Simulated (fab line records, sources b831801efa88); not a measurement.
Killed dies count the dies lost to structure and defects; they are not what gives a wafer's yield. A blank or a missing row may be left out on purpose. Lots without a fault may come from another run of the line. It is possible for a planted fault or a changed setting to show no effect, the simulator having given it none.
fab line records -- flow sky130
record lots=6, wafers=18, last_day=50
route steps=708 shown VIA2@516 PAD_OPEN@708
lots with no fault: from the same line, run without faults
start_h: the number of hours between the record's first day and the start of the first shown wafer of the lot -- wait_h: how many hours have passed since the lot's step before this one -- " as in the row above -- L1.1+2: a row that stands for several wafers -- - value missing, or start not given -- * or withheld: withheld -- < > ~ a bound
route shown NAME@n: NAME is a module with steps in the file, n the number in the route of the first one -- usual: the fault-free wafers' mean and standard deviation -- same: alike in all rows -- chamber/n: place in a boat -- sites: each site's reading -- _std_site: the values' standard deviation -- _edge_site: mean of outer sites minus mean of inner sites -- radius_mm: for every site, how far away it sits from the centre of the wafer -- mask NAME#n: copy n -- behind: the most recent tool/chamber to have shaped the wafer -- hold: reason for holding the lot/hours on hold/outcome of the hold -- device: names the non-switching transistor (n, p or np) -- end of line: the tests these same wafers got at the end of their route -- a step with no rows: only its recipe -- killed: not the wafer's yield, but the dies lost to structure and defects at the first sort -- map: shows each die of a wafer: x if killed, . if not, _ if none is there
set.NAME: the setting as run; set.NAME@STEP: as run at that earlier step -- model.NAME: the simulator's own value behind a step, which no gauge read
lots at some steps of the route; a table a step, a row a wafer
services: when a tool's chamber went out of use (start_h, in hours from the record's first day, below 0 if earlier), for how many hours, and the reason
## steps
# step SKY_VIA2_EXPOSE_09
# recipe mask_id=VIM2, na=0.8, source_shape=annular, sigma_inner=0.55, sigma_outer=0.85, target_cd_nm=200, dose_mj=38
# step SKY_VIA2_PEB_10
# recipe peb_temp_c=withheld, peb_time_s=withheld, resist=KrF-thick
# step SKY_VIA2_DEVELOP_11
# recipe develop_time_s=60, resist=KrF-thick, dev_temp_c=21
# step SKY_VIA2_CD_MEAS_12
# recipe target_cd_nm=200
# usual cd_nm=200.3/1.3
lot.wafer,tool,chamber,start_h,wait_h,cd_nm
L860.3,cd_sem-01,-,856.99,-,199.5
L860.5,cd_sem-01,-,856.99,-,197.9
L860.6,cd_sem-01,-,856.99,-,200.0
L863.3,cd_sem-01,-,891.99,-,200.4
L863.5,cd_sem-01,-,891.99,-,201.1
L863.6,cd_sem-01,-,891.99,-,201.1
L865.2,cd_sem-02,-,901.92,-,201.2
L865.3,cd_sem-02,-,901.92,-,200.0
L865.5,cd_sem-02,-,901.92,-,201.3
L875.4,cd_sem-02,-,992.20,-,202.6
L875.5,cd_sem-02,-,992.20,-,200.8
L875.6,cd_sem-02,-,992.20,-,200.2
L877.1,cd_sem-02,-,997.41,-,199.1
L877.3,cd_sem-02,-,997.41,-,199.8
L877.5,cd_sem-02,-,997.41,-,200.7
L878.3,cd_sem-01,-,997.74,-,201.2
L878.4,cd_sem-01,-,997.74,-,199.5
L878.6,cd_sem-01,-,997.74,-,200.5
# step SKY_VIA2_OVL_MEAS_13
# usual VIA2_OVL=-1/4.7
lot.wafer,tool,chamber,start_h,wait_h,VIA2_OVL[nm]
L860.3,overlay-02,-,857.09,0.1,-3
L860.5,overlay-02,-,857.09,0.1,-4
L860.6,overlay-02,-,857.09,0.1,-1
L863.3,overlay-01,-,892.09,0.1,-5
L863.5,overlay-01,-,892.09,0.1,-1
L863.6,overlay-01,-,892.09,0.1,-3
L865.2,overlay-02,-,902.03,0.1,1
L865.3,overlay-02,-,902.03,0.1,0
L865.5,overlay-02,-,902.03,0.1,-3
L875.4,overlay-01,-,992.27,0.1,-7
L875.5,overlay-01,-,992.27,0.1,-7
L875.6,overlay-01,-,992.27,0.1,0
L877.1,overlay-01,-,997.53,0.1,-10
L877.3,overlay-01,-,997.53,0.1,-2
L877.5,overlay-01,-,997.53,0.1,0
L878.3,overlay-02,-,997.83,0.1,6
L878.4,overlay-02,-,997.83,0.1,-3
L878.6,overlay-02,-,997.83,0.1,-8
# step SKY_VIA2_ETCH_14
# recipe chemistry=N2/H2, target=BARC, ion_energy_ev=200, source_w=500, bias_w=100, pressure_mtorr=30, n2_flow_sccm=100, h2_flow_sccm=200, stop_on=SiO2, time_s=45.9, target_depth_a=600
# usual bias_w=100.03/0.29, drypump_motor_current_A=5.9/0.53, oes_product_au=0.854/0.0045, throttle_valve_pct=13.225/0.0079
lot.wafer,tool,chamber,start_h,wait_h,bias_w,drypump_motor_current_A,oes_product_au,rf_hours_counter_h,throttle_valve_pct
L860.3,rie_diel-02,3,857.11,0.0,100.65,6.1,0.852,15,13.230
L860.5,rie_diel-02,0,857.11,0.0,100.37,4.8,0.851,-,13.228
L860.6,rie_diel-02,1,857.11,0.0,99.90,6.4,0.854,-,13.221
L863.3,rie_diel-01,0,892.11,0.0,99.75,6.6,0.851,20,13.229
L863.5,rie_diel-01,1,892.11,0.0,100.16,6.3,0.860,-,13.238
L863.6,rie_diel-01,2,892.11,0.0,99.89,5.7,0.851,-,13.221
L865.2,rie_diel-01,1,902.06,0.0,99.71,6.4,0.855,21,13.229
L865.3,rie_diel-01,2,902.06,0.0,99.68,5.6,0.863,12,13.217
L865.5,rie_diel-01,1,902.06,0.0,99.71,6.3,0.853,-,13.232
L875.4,rie_diel-02,1,992.29,0.0,99.99,6.3,0.848,10,13.227
L875.5,rie_diel-02,3,992.29,0.0,100.16,6.1,0.851,-,13.234
L875.6,rie_diel-02,0,992.29,0.0,99.80,4.8,0.854,-,13.231
L877.1,rie_diel-04,1,997.56,0.0,100.17,5.6,0.850,26,13.227
L877.3,rie_diel-04,2,997.56,0.0,100.12,5.6,0.856,15,13.220
L877.5,rie_diel-04,0,997.56,0.0,100.40,6.0,0.845,-,13.220
L878.3,rie_diel-02,1,997.86,0.0,100.30,6.4,0.859,10,13.227
L878.4,rie_diel-02,3,997.86,0.0,100.10,6.1,0.857,18,13.238
L878.6,rie_diel-02,2,997.86,0.0,100.04,5.7,0.854,-,13.230
# step SKY_VIA2_ETCH_15
# recipe target=SiO2, chemistry=C4F8/O2/Ar, target_depth_nm=546, stop_on=TiN, mask_material=KrF-thick, source_w=1500, bias_w=1200, pressure_mtorr=40, c4f8_flow_sccm=withheld, O2_flow_sccm=6, Ar_flow_sccm=300, time_s=84
# usual bias_w=1201/3.5, oes_product_au=0.939/0.0051
lot.wafer,tool,chamber,start_h,wait_h,bias_w,oes_product_au,rf_hours_counter_h
L860.3,rie_diel-02,3,857.15,0.0,1202,0.933,15
L860.5,rie_diel-02,0,857.15,0.0,1197,0.943,-
L860.6,rie_diel-02,1,857.15,0.0,1201,0.939,-
L863.3,rie_diel-01,0,892.15,0.0,1202,0.940,20
L863.5,rie_diel-01,1,892.15,0.0,1206,0.940,-
L863.6,rie_diel-01,2,892.15,0.0,1197,0.941,-
L865.2,rie_diel-01,1,902.10,0.0,1196,0.946,21
L865.3,rie_diel-01,2,902.10,0.0,1199,0.944,12
L865.5,rie_diel-01,1,902.10,0.0,1204,0.938,-
L875.4,rie_diel-02,1,992.33,0.0,1195,0.948,10
L875.5,rie_diel-02,3,992.33,0.0,1209,0.932,-
L875.6,rie_diel-02,0,992.33,0.0,1202,0.931,-
L877.1,rie_diel-04,1,997.60,0.0,1205,0.943,26
L877.3,rie_diel-04,2,997.60,0.0,1200,0.935,15
L877.5,rie_diel-04,0,997.60,0.0,1198,0.939,-
L878.3,rie_diel-02,1,997.90,0.0,1200,0.940,10
L878.4,rie_diel-02,3,997.90,0.0,1204,0.944,18
L878.6,rie_diel-02,2,997.90,0.0,1198,0.942,-
# step SKY_VIA2_STRIP_16
# recipe chemistry=O2/N2, power_w=1400, pressure_mtorr=1500, platen_temp_c=withheld, o2_flow_sccm=3000, n2_flow_sccm=300, overash_fraction=0.5
# usual drypump_motor_current_A=6.06/0.26, oes_product_au=0.399/0.0045, strip_time_to_endpoint_s=4.050/0.019
lot.wafer,tool,chamber,start_h,wait_h,drypump_motor_current_A,oes_product_au,rf_hours_counter_h,strip_time_to_endpoint_s
L860.3,plasma_asher-02,0,857.25,0.1,5.88,0.397,-,4.063
L860.5,plasma_asher-02,0,857.25,0.1,5.88,0.400,-,4.082
L860.6,plasma_asher-02,1,857.25,0.1,6.16,0.395,-,4.056
L863.3,plasma_asher-02,0,892.25,0.1,5.84,0.397,-,4.038
L863.5,plasma_asher-02,0,892.25,0.1,5.82,0.403,-,4.056
L863.6,plasma_asher-02,1,892.25,0.1,6.17,0.394,-,4.035
L865.2,plasma_asher-01,1,902.16,0.0,6.38,0.397,79,4.061
L865.3,plasma_asher-01,0,902.16,0.0,6.30,0.397,-,4.074
L865.5,plasma_asher-01,1,902.16,0.0,6.41,0.397,-,4.053
L875.4,plasma_asher-03,0,992.43,0.1,5.69,0.405,-,4.073
L875.5,plasma_asher-03,1,992.43,0.1,6.38,0.398,-,4.052
L875.6,plasma_asher-03,0,992.43,0.1,5.64,0.402,-,4.081
L877.1,plasma_asher-02,1,997.67,0.0,6.15,0.390,115,4.017
L877.3,plasma_asher-02,0,997.67,0.0,5.84,0.392,-,4.034
L877.5,plasma_asher-02,1,997.67,0.0,6.18,0.400,-,4.038
L878.3,plasma_asher-03,1,998.00,0.1,6.36,0.408,-,4.079
L878.4,plasma_asher-03,0,998.00,0.1,5.64,0.406,-,4.050
L878.6,plasma_asher-03,1,998.00,0.1,6.36,0.390,-,4.051
# step SKY_VIA2_STRIP_17
# recipe chemistry=post_etch_residue_remover, time_s=1200, temp_c=72.5
# step SKY_VIA2_CLEAN_18
# recipe chemistry=IPA, time_s=180, temp_c=25
# step SKY_VIA2_CLEAN_19
# recipe chemistry=O3/DIW, dry=n2_spin
# step SKY_VIA2_SPUTTER_20
# recipe material=TiN, target_thk_nm=20, chamber_pressure_pa=5, power_w=4000, time_s=80
# usual throttle_valve_pct=29.7/0.98
lot.wafer,tool,chamber,start_h,wait_h,throttle_valve_pct
L860.3,pvd_sputter-04,-,857.85,0.0,30.0
L860.5,pvd_sputter-04,-,857.85,0.0,29.8
L860.6,pvd_sputter-04,-,857.85,0.0,30.0
L863.3,pvd_sputter-04,-,892.82,0.0,31.1
L863.5,pvd_sputter-04,-,892.82,0.0,29.8
L863.6,pvd_sputter-04,-,892.82,0.0,30.1
L865.2,pvd_sputter-01,-,902.79,0.0,27.7
L865.3,pvd_sputter-01,-,902.79,0.0,28.4
L865.5,pvd_sputter-01,-,902.79,0.0,27.4
L875.4,pvd_sputter-01,-,993.03,0.0,28.0
L875.5,pvd_sputter-01,-,993.03,0.0,28.3
L875.6,pvd_sputter-01,-,993.03,0.0,29.4
L877.1,pvd_sputter-04,-,998.30,0.0,29.0
L877.3,pvd_sputter-04,-,998.30,0.0,31.0
L877.5,pvd_sputter-04,-,998.30,0.0,31.1
L878.3,pvd_sputter-04,-,998.56,0.0,29.9
L878.4,pvd_sputter-04,-,998.56,0.0,29.9
L878.6,pvd_sputter-04,-,998.56,0.0,29.0
# step SKY_VIA2_CVD_21
# recipe material=W, target_thk_nm=420, time_s=126.4, temp_c=400, pressure_torr=40
# usual chamber_pressure_Torr=40.01/0.084, heater_power_w=879/86
lot.wafer,tool,chamber,start_h,wait_h,chamber_pressure_Torr,heater_power_w
L860.3,cvd_w-01,1,857.95,0.1,39.94,890
L860.5,cvd_w-01,1,857.95,0.1,39.93,884
L860.6,cvd_w-01,0,857.95,0.1,39.97,836
L863.3,cvd_w-01,0,892.93,0.1,41.47,827
L863.5,cvd_w-01,1,892.93,0.1,41.52,887
L863.6,cvd_w-01,0,892.93,0.1,41.39,820
L865.2,cvd_w-01,1,902.85,0.0,41.58,895
L865.3,cvd_w-01,0,902.85,0.0,41.52,824
L865.5,cvd_w-01,0,902.85,0.0,41.77,828
L875.4,cvd_w-02,1,993.14,0.1,40.09,903
L875.5,cvd_w-02,0,993.14,0.1,40.08,1039
L875.6,cvd_w-02,1,993.14,0.1,40.11,917
L877.1,cvd_w-01,1,998.36,0.0,40.13,871
L877.3,cvd_w-01,0,998.36,0.0,39.93,761
L877.5,cvd_w-01,1,998.36,0.0,40.01,864
L878.3,cvd_w-02,0,998.67,0.1,40.07,1032
L878.4,cvd_w-02,1,998.67,0.1,39.92,879
L878.6,cvd_w-02,0,998.67,0.1,40.01,1022
# step SKY_VIA2_RS_MEAS_22
# recipe thk_meas_gauge=four-point-probe, reads=W_of_VIA2_CVD_21+TiN_of_VIA2_SPUTTER_20
# usual VIA2_W_RS=0.271/0.004
lot.wafer,tool,chamber,start_h,wait_h,VIA2_W_RS[ohm/sq]
L860.3,film_metro-02,-,858.08,0.1,0.268
L860.5,film_metro-02,-,858.08,0.1,0.274
L860.6,film_metro-02,-,858.08,0.1,0.273
L863.3,film_metro-03,-,893.05,0.1,0.270
L863.5,film_metro-03,-,893.05,0.1,0.264
L863.6,film_metro-03,-,893.05,0.1,0.268
L865.2,film_metro-02,-,903.01,0.1,0.263
L865.3,film_metro-02,-,903.01,0.1,0.264
L865.5,film_metro-02,-,903.01,0.1,0.265
L875.4,film_metro-04,-,993.28,0.1,0.267
L875.5,film_metro-04,-,993.28,0.1,0.273
L875.6,film_metro-04,-,993.28,0.1,0.267
L877.1,film_metro-04,-,998.49,0.1,0.271
L877.3,film_metro-04,-,998.49,0.1,0.269
L877.5,film_metro-04,-,998.49,0.1,0.272
L878.3,film_metro-02,-,998.79,0.1,0.275
L878.4,film_metro-02,-,998.79,0.1,0.266
L878.6,film_metro-02,-,998.79,0.1,0.276
# step SKY_PAD_OPEN_PROBE_99
# usual defect_limited_yield=82.6/2, killed_at_M0_to_M3=43/7.3, killed_at_M4_up=3.4/1.7, killed_at_contacts=24/4.5, killed_at_front_end=16/4.4, killed_at_other=0.2/0.51, killed_dies=86/9.7, killed_open=46/6.6, killed_short=39/7.1, sort_bin_3_pad_short=0.9/0.45, sort_bin_5_function=10.4/1.4, sort_bin_6_memory=6.2/1.2, sort_n_pass=406/9.7, sort_yield_pct=82.6/2
# same gross_dies=492, killed_at_back_side=0, sort_bin_4_leakage[%]=0, sort_bin_8_speed[%]=0
lot.wafer,tool,chamber,start_h,wait_h,defect_limited_yield[%],killed_at_M0_to_M3,killed_at_M4_up,killed_at_contacts,killed_at_front_end,killed_at_other,killed_dies,killed_open,killed_short,sort_bin_3_pad_short[%],sort_bin_5_function[%],sort_bin_6_memory[%],sort_n_pass,sort_yield_pct[%]
L860.3,prober-01,-,1083.07,0.2,82.5,44,2,22,18,0,86,46,40,0.4,10.0,7.1,406,82.5
L860.5,prober-01,-,1083.17,0.2,83.7,41,2,28,9,0,80,45,35,0.6,9.3,6.3,412,83.7
L860.6,prober-01,-,1083.22,0.2,82.7,34,2,30,19,0,85,42,43,0.2,11.0,6.1,407,82.7
L865.2,prober-01,-,1167.10,0.1,82.3,40,5,22,20,0,87,43,44,0.6,9.8,7.3,405,82.3
L865.3,prober-01,-,1167.15,0.2,82.5,46,5,19,16,0,86,34,51,0.6,10.8,6.1,406,82.5
L865.5,prober-01,-,1167.25,0.2,79.1,58,3,23,19,0,103,50,53,1.0,11.2,8.7,389,79.1
# killed by level:class
L860.3 VIA1:geometric_particle:open=11 CONTACT:geometric_particle:open=7 FIELD_ISO:geometric_particle:open=6 VIA3:geometric_particle:open=6 FIELD_ISO:geometric_particle:short=5 VIA1:geometric_particle:short=5 VIA2:geometric_particle:short=4 LI_CONTACT:geometric_particle:open=4
L860.5 CONTACT:geometric_particle:open=12 VIA1:geometric_particle:open=10 VIA3:geometric_particle:open=8 VIA2:geometric_particle:open=6 LOCAL_INTERCONNECT:geometric_particle:short=6 POLY_GATE:geometric_particle:short=5 CONTACT:geometric_particle:short=5 METAL1:geometric_particle:short=5
L860.6 CONTACT:geometric_particle:open=14 VIA1:geometric_particle:open=9 FIELD_ISO:geometric_particle:short=6 LI_CONTACT:geometric_particle:open=6 SONOS_ONO:geometric_particle:short=5 METAL1:geometric_particle:short=5 METAL2:geometric_particle:short=5 LOCAL_INTERCONNECT:geometric_particle:short=4
L865.2 VIA1:geometric_particle:open=9 CONTACT:geometric_particle:open=8 LI_CONTACT:geometric_particle:short=6 VIA3:geometric_particle:open=6 POLY_GATE:geometric_particle:short=5 VIA2:geometric_particle:short=5 LI_CONTACT:geometric_particle:open=5 VIA3:geometric_particle:short=5
L865.3 METAL1:geometric_particle:short=10 CONTACT:geometric_particle:open=6 VIA2:geometric_particle:short=6 FIELD_ISO:geometric_particle:short=5 POLY_GATE:geometric_particle:short=5 LOCAL_INTERCONNECT:geometric_particle:short=5 VIA1:geometric_particle:open=5 VIA3:geometric_particle:open=5
L865.5 VIA1:geometric_particle:open=14 VIA1:geometric_particle:short=9 METAL1:geometric_particle:short=8 METAL2:geometric_particle:short=8 POLY_GATE:geometric_particle:open=6 VIA2:geometric_particle:open=6 CONTACT:geometric_particle:open=5 VIA2:geometric_particle:short=5
## services
tool,chamber,start_h,hours,kind
cvd_w-01,1,836.56,1.5,repair
plasma_asher-03,-,840.66,1.6,repair
plasma_asher-01,-,861.32,14.2,pm
rie_diel-04,0,870.81,1.3,repair
rie_diel-02,-,871.10,14.6,pm
pvd_sputter-01,-,890.77,4.1,repair
rie_diel-01,2,894.96,6.7,repair
plasma_asher-02,-,897.75,12.4,repair
rie_diel-04,1,900.85,2.5,repair
plasma_asher-01,-,902.30,0.4,repair
rie_diel-01,3,903.34,3.1,repair
cvd_w-01,-,904.00,14.0,pm
cvd_w-01,0,904.00,14.0,vent_cycle
cvd_w-01,1,904.00,14.0,vent_cycle
plasma_asher-01,-,912.72,3.7,repair
cvd_w-01,-,918.00,2.8,pm
pvd_sputter-01,-,925.11,1.4,repair
rie_diel-04,3,927.39,5.5,repair
cvd_w-01,-,935.58,1.4,repair
rie_diel-01,0,943.95,7.9,repair
plasma_asher-02,-,964.76,2.7,repair
pvd_sputter-04,-,984.55,0.5,repair
cvd_w-02,-,985.69,6.9,pm
plasma_asher-01,-,995.79,9.6,repair
## key
first_sign step=SKY_VIA2_CVD_21, reading=chamber_pressure_Torr, direction=up, sigmas=18, usual=40.01, struck=41.54
effect none on later readings
met_at SKY_VIA2_CVD_21
struck_wafers L863.3,L863.5,L863.6,L865.2,L865.3,L865.5
onset_between 857.95 892.93
fault kind=process_parameter_drift, tool=cvd_w-01, chamber=-, onset_h=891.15, steps=SKY_VIA2_CVD_21, channel=pressure_torr, offset=1.539, shape=step, end_h=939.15, acts_in=these_recipes_only, stated=40
